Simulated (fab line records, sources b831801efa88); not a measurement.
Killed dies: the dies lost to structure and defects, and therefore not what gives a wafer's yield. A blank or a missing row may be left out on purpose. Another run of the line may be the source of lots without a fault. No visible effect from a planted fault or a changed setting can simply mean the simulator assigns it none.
fab line records ; flow sky130
record lots=5; wafers=15; last_day=49
route steps=708 shown VIA1@472 METAL2@483 PAD_OPEN@708
lots that met no fault: taken from a fault-free run of the same line
start_h: start of the lot's first displayed wafer, in hours after the record's first day ; wait_h: time in hours since the lot's previous step ; " as in the row above ; L1.1+2: a single row standing in for several wafers ; - no value, or no start was given ; * or withheld: withheld ; < > ~ a bound
route shown NAME@n: a module of which the file shows steps, and the number in the route of the first ; usual: the fault-free wafers' mean and standard deviation ; same: alike in all rows ; chamber/n: place in a boat ; sites: the reading at each site ; _std_site: standard deviation of those values ; _edge_site: the outer-site mean with the inner-site mean subtracted ; radius_mm: how far each site lies from the wafer's centre ; mask NAME#n: copy n ; behind: the last tool/chamber to shape the wafer ; hold: cause of the lot's hold/its duration in hours/its outcome ; device: transistor that didn't switch, given as n, p or np ; end of line: at the end of the route, the tests of the same wafers ; step lacking rows: just its recipe ; killed: dies lost to structure and defects at the first sort, not the wafer's yield ; map: a wafer's dies, marking killed ones x, the rest . and places with no die _
set.NAME: setting as actually run; set.NAME@STEP: the setting as run at that earlier step ; model.NAME: the simulator's own value behind a step, which no gauge read
certain route steps with their lots: each step a table, each wafer a row
services: the hour from which a tool's chamber was out of use, counted from the record's first day as start_h (under 0 if before that day), plus the number of hours and why
## steps
# step SKY_VIA1_ETCH_14
# recipe chemistry=N2/H2; target=BARC; ion_energy_ev=200; source_w=500; bias_w=100; pressure_mtorr=30; n2_flow_sccm=100; h2_flow_sccm=200; stop_on=SiO2; time_s=45.9; target_depth_a=600
# usual drypump_motor_current_A=5.7/0.46; oes_product_au=0.854/0.0047; throttle_valve_pct=13.225/0.0092
lot.wafer;tool;chamber;start_h;wait_h;drypump_motor_current_A;oes_product_au;rf_hours_counter_h;throttle_valve_pct
L334.4;rie_diel-03;1;819.62;0.0;6.1;0.852;-;13.211
L334.5;rie_diel-03;2;819.62;0.0;6.2;0.863;-;13.238
L334.6;rie_diel-03;3;819.62;0.0;6.1;0.859;-;13.238
L335.1;rie_diel-04;0;831.85;0.0;6.0;0.854;5;13.228
L335.3;rie_diel-04;1;831.85;0.0;5.7;0.848;5;13.214
L335.4;rie_diel-04;1;831.85;0.0;5.7;0.853;-;13.238
L344.2;rie_diel-01;1;922.70;0.0;5.3;0.848;14;13.221
L344.4;rie_diel-01;0;922.70;0.0;5.5;0.848;12;13.216
L344.5;rie_diel-01;2;922.70;0.0;6.2;0.855;-;13.234
L345.3;rie_diel-03;2;923.05;0.0;6.2;0.857;7;13.214
L345.5;rie_diel-03;1;923.05;0.0;6.1;0.843;-;13.245
L345.6;rie_diel-03;2;923.05;0.0;6.2;0.863;-;13.232
L349.1;rie_diel-01;2;926.42;0.0;6.2;0.866;19;13.243
L349.2;rie_diel-01;1;926.42;0.0;5.3;0.857;14;13.227
L349.6;rie_diel-01;3;926.42;0.0;5.0;0.852;-;13.223
# step SKY_VIA1_ETCH_15
# recipe target=SiO2; chemistry=C4F8/O2/Ar; target_depth_nm=351; stop_on=TiN; mask_material=KrF-thick; source_w=1500; bias_w=1200; pressure_mtorr=40; c4f8_flow_sccm=withheld; O2_flow_sccm=6; Ar_flow_sccm=300; time_s=54
# usual oes_product_au=0.982/0.0078
lot.wafer;tool;chamber;start_h;wait_h;oes_product_au;rf_hours_counter_h
L334.4;rie_diel-03;1;819.67;0.0;0.988;-
L334.5;rie_diel-03;2;819.67;0.0;0.982;-
L334.6;rie_diel-03;3;819.67;0.0;0.976;-
L335.1;rie_diel-04;0;831.89;0.0;0.983;5
L335.3;rie_diel-04;1;831.89;0.0;0.977;5
L335.4;rie_diel-04;1;831.89;0.0;0.981;-
L344.2;rie_diel-01;1;922.74;0.0;0.991;14
L344.4;rie_diel-01;0;922.74;0.0;0.969;12
L344.5;rie_diel-01;2;922.74;0.0;0.979;-
L345.3;rie_diel-03;2;923.09;0.0;0.983;7
L345.5;rie_diel-03;1;923.09;0.0;0.985;-
L345.6;rie_diel-03;2;923.09;0.0;0.990;-
L349.1;rie_diel-01;2;926.46;0.0;0.979;19
L349.2;rie_diel-01;1;926.46;0.0;0.976;14
L349.6;rie_diel-01;3;926.46;0.0;0.983;-
# step SKY_VIA1_STRIP_16
# recipe chemistry=O2/N2; power_w=1400; pressure_mtorr=1500; platen_temp_c=withheld; o2_flow_sccm=3000; n2_flow_sccm=300; overash_fraction=0.5
# usual drypump_motor_current_A=5.67/0.26; oes_product_au=0.415/0.0047; strip_time_to_endpoint_s=4.45/0.033
lot.wafer;tool;chamber;start_h;wait_h;drypump_motor_current_A;oes_product_au;rf_hours_counter_h;strip_time_to_endpoint_s
L334.4;plasma_asher-01;1;819.72;0.0;5.21;0.416;-;4.45
L334.5;plasma_asher-01;1;819.72;0.0;5.22;0.417;-;4.46
L334.6;plasma_asher-01;0;819.72;0.0;5.87;0.417;-;4.45
L335.1;plasma_asher-03;0;831.94;0.0;5.74;0.421;98;4.44
L335.3;plasma_asher-03;0;831.94;0.0;5.72;0.413;-;4.45
L335.4;plasma_asher-03;1;831.94;0.0;5.68;0.412;-;4.41
L344.2;plasma_asher-04;0;922.79;0.0;6.03;0.412;16;4.46
L344.4;plasma_asher-04;1;922.79;0.0;5.43;0.425;-;4.51
L344.5;plasma_asher-04;0;922.79;0.0;6.04;0.420;-;4.46
L345.3;plasma_asher-03;1;923.17;0.1;5.69;0.415;-;4.44
L345.5;plasma_asher-03;1;923.17;0.1;5.70;0.408;-;4.40
L345.6;plasma_asher-03;0;923.17;0.1;5.73;0.411;-;4.46
L349.1;plasma_asher-01;1;926.51;0.0;5.20;0.420;81;4.49
L349.2;plasma_asher-01;0;926.51;0.0;5.87;0.413;81;4.49
L349.6;plasma_asher-01;0;926.51;0.0;5.86;0.415;-;4.42
# step SKY_VIA1_STRIP_17
# recipe chemistry=post_etch_residue_remover; time_s=1200; temp_c=72.5
# step SKY_VIA1_CLEAN_18
# recipe chemistry=IPA; time_s=180; temp_c=25
# step SKY_VIA1_CLEAN_19
# recipe chemistry=O3/DIW; dry=n2_spin
# step SKY_VIA1_SPUTTER_20
# recipe material=TiN; target_thk_nm=20; chamber_pressure_pa=5; power_w=4000; time_s=80
# usual throttle_valve_pct=29.8/0.79
lot.wafer;tool;chamber;start_h;wait_h;throttle_valve_pct
L334.4;pvd_sputter-01;-;820.28;0.0;28.9
L334.5;pvd_sputter-01;-;820.28;0.0;30.1
L334.6;pvd_sputter-01;-;820.28;0.0;28.7
L335.1;pvd_sputter-02;-;832.53;0.0;30.7
L335.3;pvd_sputter-02;-;832.53;0.0;29.3
L335.4;pvd_sputter-02;-;832.53;0.0;31.0
L344.2;pvd_sputter-01;-;923.44;0.0;30.6
L344.4;pvd_sputter-01;-;923.44;0.0;28.8
L344.5;pvd_sputter-01;-;923.44;0.0;30.6
L345.3;pvd_sputter-04;-;923.73;0.0;29.2
L345.5;pvd_sputter-04;-;923.73;0.0;30.4
L345.6;pvd_sputter-04;-;923.73;0.0;29.3
L349.1;pvd_sputter-04;-;927.19;0.0;30.2
L349.2;pvd_sputter-04;-;927.19;0.0;29.3
L349.6;pvd_sputter-04;-;927.19;0.0;29.5
# step SKY_VIA1_CVD_21
# recipe material=W; target_thk_nm=270; time_s=80.902; temp_c=400; pressure_torr=40
# step SKY_VIA1_RS_MEAS_22
# recipe thk_meas_gauge=four-point-probe; reads=W_of_VIA1_CVD_21+TiN_of_VIA1_SPUTTER_20
# usual VIA1_W_RS=0.428/0.0087
lot.wafer;tool;chamber;start_h;wait_h;VIA1_W_RS[ohm/sq]
L334.4;film_metro-02;-;820.59;0.1;0.433
L334.5;film_metro-02;-;820.59;0.1;0.438
L334.6;film_metro-02;-;820.59;0.1;0.441
L335.1;film_metro-02;-;832.78;0.2;0.437
L335.3;film_metro-02;-;832.78;0.2;0.443
L335.4;film_metro-02;-;832.78;0.2;0.445
L344.2;film_metro-02;-;923.61;0.1;0.422
L344.4;film_metro-02;-;923.61;0.1;0.425
L344.5;film_metro-02;-;923.61;0.1;0.431
L345.3;film_metro-03;-;923.93;0.1;0.410
L345.5;film_metro-03;-;923.93;0.1;0.413
L345.6;film_metro-03;-;923.93;0.1;0.423
L349.1;film_metro-02;-;927.34;0.1;0.411
L349.2;film_metro-02;-;927.34;0.1;0.423
L349.6;film_metro-02;-;927.34;0.1;0.425
# step SKY_VIA1_THK_MEAS_23
# recipe thk_meas_gauge=xrf; reads=W_of_VIA1_CVD_21
# usual VIA1_W_THK=275/6.1
lot.wafer;tool;chamber;start_h;wait_h;VIA1_W_THK[nm]
L334.4;film_metro-02;-;820.68;0.1;266
L334.5;film_metro-02;-;820.68;0.1;264
L334.6;film_metro-02;-;820.68;0.1;261
L335.1;film_metro-02;-;832.90;0.1;266
L335.3;film_metro-02;-;832.90;0.1;263
L335.4;film_metro-02;-;832.90;0.1;260
L344.2;film_metro-02;-;923.72;0.1;276
L344.4;film_metro-02;-;923.72;0.1;276
L344.5;film_metro-02;-;923.72;0.1;273
L345.3;film_metro-03;-;924.03;0.1;289
L345.5;film_metro-03;-;924.03;0.1;286
L345.6;film_metro-03;-;924.03;0.1;279
L349.1;film_metro-02;-;927.46;0.1;285
L349.2;film_metro-02;-;927.46;0.1;276
L349.6;film_metro-02;-;927.46;0.1;274
# step SKY_VIA1_CMP_24
# recipe stop_on=SiO2; t_overpolish_s=15; down_force_psi=3.5; platen_rpm=60; target_thk_nm=0; pad_velocity_m_s=0.94248
# step SKY_METAL2_SPUTTER_00
# recipe material=Ti; target_thk_nm=15; power_w=3000; time_s=10; chamber_pressure_pa=0.4
# step SKY_METAL2_SPUTTER_01
# recipe material=TiN; target_thk_nm=20; power_w=6500; time_s=16.7; chamber_pressure_pa=0.4
# usual throttle_valve_pct=29.3/0.65
lot.wafer;tool;chamber;start_h;wait_h;throttle_valve_pct;model.TiN_of_METAL2_SPUTTER_01.thk_nm
L334.4;pvd_sputter-01;-;821.04;0.0;29.7;19.69
L334.5;pvd_sputter-01;-;821.04;0.0;28.6;19.48
L334.6;pvd_sputter-01;-;821.04;0.0;30.2;19.69
L335.1;pvd_sputter-03;-;833.28;0.0;29.0;19.37
L335.3;pvd_sputter-03;-;833.28;0.0;28.6;19.85
L335.4;pvd_sputter-03;-;833.28;0.0;29.4;13.58
L344.2;pvd_sputter-03;-;924.15;0.0;29.1;19.71
L344.4;pvd_sputter-03;-;924.15;0.0;29.8;19.88
L344.5;pvd_sputter-03;-;924.15;0.0;28.9;19.81
L345.3;pvd_sputter-04;-;924.39;0.0;29.2;20.32
L345.5;pvd_sputter-04;-;924.39;0.0;29.3;20.47
L345.6;pvd_sputter-04;-;924.39;0.0;29.9;20.35
L349.1;pvd_sputter-01;-;927.85;0.0;30.6;20.04
L349.2;pvd_sputter-01;-;927.85;0.0;29.2;20.59
L349.6;pvd_sputter-01;-;927.85;0.0;30.1;20.24
# step SKY_METAL2_SPUTTER_02
# recipe material=AlCu; target_thk_nm=250; power_w=10600; time_s=13.3; chamber_pressure_pa=0.4
# usual throttle_valve_pct=29.4/0.66
lot.wafer;tool;chamber;start_h;wait_h;throttle_valve_pct
L334.4;pvd_sputter-01;-;821.06;0.0;30.0
L334.5;pvd_sputter-01;-;821.06;0.0;28.6
L334.6;pvd_sputter-01;-;821.06;0.0;30.0
L335.1;pvd_sputter-03;-;833.30;0.0;29.1
L335.3;pvd_sputter-03;-;833.30;0.0;28.8
L335.4;pvd_sputter-03;-;833.30;0.0;29.7
L344.2;pvd_sputter-03;-;924.18;0.0;29.1
L344.4;pvd_sputter-03;-;924.18;0.0;29.9
L344.5;pvd_sputter-03;-;924.18;0.0;29.1
L345.3;pvd_sputter-04;-;924.41;0.0;29.1
L345.5;pvd_sputter-04;-;924.41;0.0;29.4
L345.6;pvd_sputter-04;-;924.41;0.0;30.1
L349.1;pvd_sputter-01;-;927.87;0.0;30.8
L349.2;pvd_sputter-01;-;927.87;0.0;29.1
L349.6;pvd_sputter-01;-;927.87;0.0;30.0
# step SKY_PAD_OPEN_PROBE_99
# usual defect_limited_yield=82.4/1.9; killed_at_M0_to_M3=44/6.5; killed_at_M4_up=2.9/1.7; killed_at_contacts=24/5.7; killed_at_front_end=16/4.4; killed_at_other=0.2/0.48; killed_dies=87/9.6; killed_on_rim=17/3.8; killed_open=48/6.7; killed_short=38/6.2
# same gross_dies=492; killed_at_back_side=0
lot.wafer;tool;chamber;start_h;wait_h;defect_limited_yield[%];killed_at_M0_to_M3;killed_at_M4_up;killed_at_contacts;killed_at_front_end;killed_at_other;killed_dies;killed_on_rim;killed_open;killed_short
L334.4;prober-02;-;1100.71;0.2;81.5;47;4;24;16;0;91;17;51;40
L334.5;prober-02;-;1100.76;0.2;79.3;53;2;21;24;2;102;22;56;44
L334.6;prober-02;-;1100.81;0.2;80.5;43;5;27;21;0;96;17;53;43
L335.1;prober-01;-;1107.98;0.1;79.9;50;5;29;15;0;99;14;60;38
L335.3;prober-01;-;1108.08;0.2;83.3;36;4;25;16;1;82;18;39;42
L335.4;prober-01;-;1108.13;0.2;83.1;45;1;23;13;1;83;19;45;36
L344.2;prober-02;-;1177.71;0.1;82.1;54;2;24;8;0;88;21;46;42
L344.4;prober-02;-;1177.81;0.2;85.0;31;4;26;13;0;74;11;43;31
L344.5;prober-02;-;1177.86;0.2;82.1;39;4;27;18;0;88;19;56;32
L345.5;prober-01;-;1178.57;0.2;87.2;30;6;10;17;0;63;10;37;26
L345.6;prober-01;-;1178.62;0.2;84.6;33;5;23;14;1;76;17;43;33
L349.1;prober-02;-;1182.09;0.1;84.6;37;7;17;14;1;76;12;40;36
L349.2;prober-02;-;1182.14;0.1;86.2;30;2;20;16;0;68;16;39;29
L349.6;prober-02;-;1182.34;0.2;86.6;34;3;20;9;0;66;12;33;33
# killed by level:class
L334.4 VIA1:geometric_particle:open=8 VIA2:geometric_particle:open=8 CONTACT:geometric_particle:open=7 LI_CONTACT:geometric_particle:open=5 LOCAL_INTERCONNECT:geometric_particle:short=5 METAL2:geometric_particle:short=5 VIA3:geometric_particle:open=5 FIELD_ISO:geometric_particle:short=4
L334.5 VIA2:geometric_particle:open=12 METAL1:geometric_particle:short=7 VIA1:geometric_particle:open=7 FIELD_ISO:geometric_particle:open=6 POLY_GATE:geometric_particle:open=6 LI_CONTACT:geometric_particle:open=6 FIELD_ISO:geometric_particle:short=5 POLY_GATE:geometric_particle:short=5
L334.6 VIA2:geometric_particle:open=14 LI_CONTACT:geometric_particle:open=8 FIELD_ISO:geometric_particle:short=7 CONTACT:geometric_particle:open=7 LOCAL_INTERCONNECT:geometric_particle:short=7 METAL2:geometric_particle:short=7 POLY_GATE:geometric_particle:open=5 VIA1:geometric_particle:open=5
L335.1 VIA1:geometric_particle:open=14 CONTACT:geometric_particle:open=13 LI_CONTACT:geometric_particle:open=8 VIA2:geometric_particle:open=8 METAL1:geometric_particle:short=7 VIA1:geometric_particle:short=5 METAL1:geometric_particle:open=5 POLY_GATE:geometric_particle:open=4
L335.3 CONTACT:geometric_particle:open=9 VIA1:geometric_particle:open=8 CONTACT:geometric_particle:short=7 VIA1:geometric_particle:short=7 LOCAL_INTERCONNECT:geometric_particle:short=6 FIELD_ISO:geometric_particle:short=4 VIA3:geometric_particle:short=4 VIA3:geometric_particle:open=4
L335.4 METAL1:geometric_particle:short=9 VIA1:geometric_particle:open=9 CONTACT:geometric_particle:open=7 VIA2:geometric_particle:open=6 LI_CONTACT:geometric_particle:open=5 VIA3:geometric_particle:open=5 LOCAL_INTERCONNECT:geometric_particle:short=4 CONTACT:geometric_particle:short=4
L344.2 VIA1:geometric_particle:open=11 CONTACT:geometric_particle:open=10 VIA1:geometric_particle:short=8 VIA2:geometric_particle:open=8 METAL2:geometric_particle:short=7 VIA3:geometric_particle:open=7 LI_CONTACT:geometric_particle:open=5 CONTACT:geometric_particle:short=4
L344.4 CONTACT:geometric_particle:open=12 METAL1:geometric_particle:short=6 VIA2:geometric_particle:open=5 LI_CONTACT:geometric_particle:open=5 CONTACT:geometric_particle:short=5 VIA3:geometric_particle:open=5 FIELD_ISO:geometric_particle:open=4 POLY_GATE:geometric_particle:open=4
L344.5 CONTACT:geometric_particle:open=14 VIA3:geometric_particle:open=10 VIA1:geometric_particle:open=9 CONTACT:geometric_particle:short=6 LI_CONTACT:geometric_particle:open=5 VIA1:geometric_particle:short=5 FIELD_ISO:geometric_particle:open=4 POLY_GATE:geometric_particle:open=4
L345.5 POLY_GATE:geometric_particle:open=6 CONTACT:geometric_particle:open=6 VIA1:geometric_particle:open=5 METAL1:geometric_particle:short=5 FIELD_ISO:geometric_particle:open=4 VIA2:geometric_particle:open=4 VIA3:geometric_particle:open=4 METAL4:geometric_particle:short=4
L345.6 VIA1:geometric_particle:open=9 CONTACT:geometric_particle:open=7 VIA2:geometric_particle:open=7 VIA3:geometric_particle:open=6 LI_CONTACT:geometric_particle:open=5 CONTACT:geometric_particle:short=5 POLY_GATE:geometric_particle:open=4 METAL4:geometric_particle:short=4
L349.1 VIA1:geometric_particle:open=10 CONTACT:geometric_particle:open=8 POLY_GATE:geometric_particle:short=6 LI_CONTACT:geometric_particle:open=6 METAL4:geometric_particle:short=6 METAL1:geometric_particle:short=6 VIA2:geometric_particle:open=5 VIA3:geometric_particle:open=4
L349.2 LI_CONTACT:geometric_particle:open=11 CONTACT:geometric_particle:open=7 POLY_GATE:geometric_particle:open=5 VIA1:geometric_particle:short=5 VIA3:geometric_particle:open=4 METAL3:geometric_particle:short=4 FIELD_ISO:geometric_particle:open=3 METAL1:geometric_particle:short=3
L349.6 VIA1:geometric_particle:open=10 LI_CONTACT:geometric_particle:open=8 METAL1:geometric_particle:short=7 POLY_GATE:geometric_particle:short=5 CONTACT:geometric_particle:open=5 CONTACT:geometric_particle:short=4 METAL2:geometric_particle:short=4 VIA1:geometric_particle:short=3
## services
tool;chamber;start_h;hours;kind
rie_diel-01;0;803.69;9.1;repair
rie_diel-03;0;813.44;-;clean
rie_diel-03;0;813.44;19.0;scheduled_down
rie_diel-03;0;813.44;19.0;vent_cycle
pvd_sputter-03;-;818.83;13.6;repair
pvd_sputter-04;2;820.55;-;consumable_replace:kit
pvd_sputter-04;2;820.55;18.0;scheduled_down
pvd_sputter-04;2;820.55;18.0;vent_cycle
rie_diel-04;2;823.22;-;clean
rie_diel-04;2;823.22;14.5;scheduled_down
rie_diel-04;2;823.22;14.5;vent_cycle
rie_diel-01;-;824.05;2.8;pm
plasma_asher-04;-;834.37;0.3;repair
rie_diel-03;0;835.04;3.9;repair
pvd_sputter-03;-;843.01;26.9;repair
pvd_sputter-03;-;857.44;0.9;repair
pvd_sputter-02;-;866.69;0.6;repair
plasma_asher-04;-;887.75;15.6;pm
rie_diel-04;-;890.97;15.6;pm
pvd_sputter-04;-;910.02;4.1;repair
rie_diel-04;2;918.90;34.7;repair
pvd_sputter-03;0;923.99;-;consumable_replace:kit
pvd_sputter-03;0;923.99;18.0;scheduled_down
pvd_sputter-03;0;923.99;18.0;vent_cycle
## key
first_sign none at tools or gauges
model_effect step=SKY_METAL2_SPUTTER_01; value=TiN_of_METAL2_SPUTTER_01.thk_nm; without=19.83; struck=13.58
met_at SKY_METAL2_SPUTTER_01
struck_wafers L335.4
fault kind=process_parameter_drift; tool=pvd_sputter-03; chamber=-; onset_h=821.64; steps=SKY_METAL2_SPUTTER_01; channel=target_thk_nm; offset=-6.249; shape=step; end_h=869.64; acts_in=these_recipes_only; stated=20; scope=struck_wafers_only
